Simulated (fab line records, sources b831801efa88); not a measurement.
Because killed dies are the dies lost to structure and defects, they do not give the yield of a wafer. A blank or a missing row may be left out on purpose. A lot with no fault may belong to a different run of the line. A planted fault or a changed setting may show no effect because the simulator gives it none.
Which tool did it? | flow gf180mcu | 12 lots, 36 wafers sampled, at 2 steps of a route of 602

## WHAT THE GAUGES READ, wafer by wafer
GF_VT_IMPLANT_TW_MEAS_21.
lot  | measured     | on            | VT_IMPLANT_2_TW
L815 | day 6 12:58  | film_metro-04 | 1214 1213 1219
L816 | day 6 23:28  | film_metro-04 | 1214 1213 1212
L817 | day 7 08:11  | film_metro-04 | 1234 1227 1231
L818 | day 7 10:38  | film_metro-04 | 1228 1232 1227
L825 | day 9 06:56  | film_metro-03 | 1157 1163 1158
L826 | day 9 15:26  | film_metro-03 | 1214 1218 1219
L827 | day 9 20:20  | film_metro-03 | 1158 1157 1158
L828 | day 10 03:14 | film_metro-02 | 1217 1219 1221
L830 | day 10 16:08 | film_metro-03 | 1218 1219 1215
L832 | day 11 02:41 | film_metro-03 | 1220 1226 1225
L835 | day 11 22:11 | film_metro-02 | 1216 1213 1213
L837 | day 12 11:24 | film_metro-03 | 1225 1230 1234

## WHAT TOOL EACH LOT RAN ON (gives the tool, then ch and the chambers of the sampled wafers, and finally the start)
lot  | GF_VT_IMPLANT_IMPLANT_19
L815 | implanter-02 ch 0, day 6 12:44
L816 | implanter-01 ch 0, day 6 23:13
L817 | implanter-01 ch 0, day 7 07:56
L818 | implanter-02 ch 0, day 7 10:24
L825 | implanter-01 ch 0, day 9 06:42
L826 | implanter-03 ch 0, day 9 15:12
L827 | implanter-01 ch 0, day 9 20:07
L828 | implanter-02 ch 0, day 10 02:59
L830 | implanter-03 ch 0, day 10 15:55
L832 | implanter-02 ch 0, day 11 02:26
L835 | implanter-03 ch 0, day 11 21:58
L837 | implanter-03 ch 0, day 12 11:09
- GF_VT_IMPLANT_IMPLANT_19

## WHAT THE TOOLS THEMSELVES READ (means of the sampled wafers that have a number; where no wafer has one, the mark that the record gives instead)
GF_VT_IMPLANT_IMPLANT_19.
lot  | tool         | beam_energy_keV | beam_on_s (s) | dose_ions_cm2 | end_station_pressure_torr (Torr) | faraday_current_uA
L815 | implanter-02 | 99.981          | 10.02         | 4.35e+12      | 5.36e-06                         | 24.5
L816 | implanter-01 | 99.989          | 9.97          | 4.35e+12      | 5.15e-06                         | 24.6
L817 | implanter-01 | 99.989          | 9.98          | 4.35e+12      | 4.77e-06                         | 24.6
L818 | implanter-02 | 99.997          | 10.00         | 4.35e+12      | 4.96e-06                         | 24.6
L825 | implanter-01 | 99.985          | 8.65          | 4.35e+12      | 5.01e-06                         | 28.3
L826 | implanter-03 | 100.004         | 10.10         | 4.35e+12      | 5.09e-06                         | 24.2
L827 | implanter-01 | 100.006         | 8.46          | 4.35e+12      | 5.15e-06                         | 29.0
L828 | implanter-02 | 99.981          | 10.05         | 4.36e+12      | 4.46e-06                         | 24.4
L830 | implanter-03 | 100.004         | 9.85          | 4.35e+12      | 4.87e-06                         | 24.9
L832 | implanter-02 | 99.972          | 9.95          | 4.35e+12      | 5.24e-06                         | 24.6
L835 | implanter-03 | 99.989          | 10.06         | 4.35e+12      | 4.99e-06                         | 24.4
L837 | implanter-03 | 100.017         | 10.25         | 4.35e+12      | 4.95e-06                         | 23.9

## THE ANSWER, worked out from the rows above alone
Rule: the lots themselves supply what counts as usual. The widest of any qualifying gaps counts: lots, ordered by their means at a reading, are off when they make up no more than a third of the lots, leave a main group of 4 or more, and stand apart from it by 3 or more times the standard deviation of that group's means. If all means in a main group match to the digits the tables above print for the reading, that group is not used. Also off: a lot with no number at a reading for which 4 or more lots have one. The other lots that the step has rows for count as sound. Order of review: gauges by route order, followed by the tools' own readings, for which a lot's mean as printed above is used. The first step at which some lot is off is used, and at that step the reading that is off furthest; a lot without a number counts as furthest.
Off: L825, L827, seen at GF_VT_IMPLANT_TW_MEAS_21 (VT_IMPLANT_2_TW). For the main group the mean is 1221 and the standard deviation 6.5.
A tool fits if, at a process step before that reading, it ran every lot that is off, and no sound lot after the first of them. The gauges at GF_VT_IMPLANT_TW_MEAS_21 aren't tried: what is off there is off at GF_VT_IMPLANT_IMPLANT_19 too, on other tools, and a gauge's error can't cause that. One candidate fits, namely implanter-01 at GF_VT_IMPLANT_IMPLANT_19. A fault onset in the window from L817 (day 7 07:56, its last sound lot) to L825 (day 9 06:42, its first lot off) fits.
The tool's own readings at GF_VT_IMPLANT_IMPLANT_19 bear it out: on the lots that are off they differ by more than 5 times the standard deviation of the sound lots' means. beam_on_s reads 8.55 s there against 10.02 s on the sound lots; faraday_current_uA reads 28.6 there against 24.5 on the sound lots.

## WHAT THE SIMULATOR PUT IN
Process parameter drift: implanter-01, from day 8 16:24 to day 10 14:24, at GF_VT_IMPLANT_IMPLANT_19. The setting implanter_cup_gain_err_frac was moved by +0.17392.
Lots struck among those shown: L825, L827. This agrees with what the rule above found.
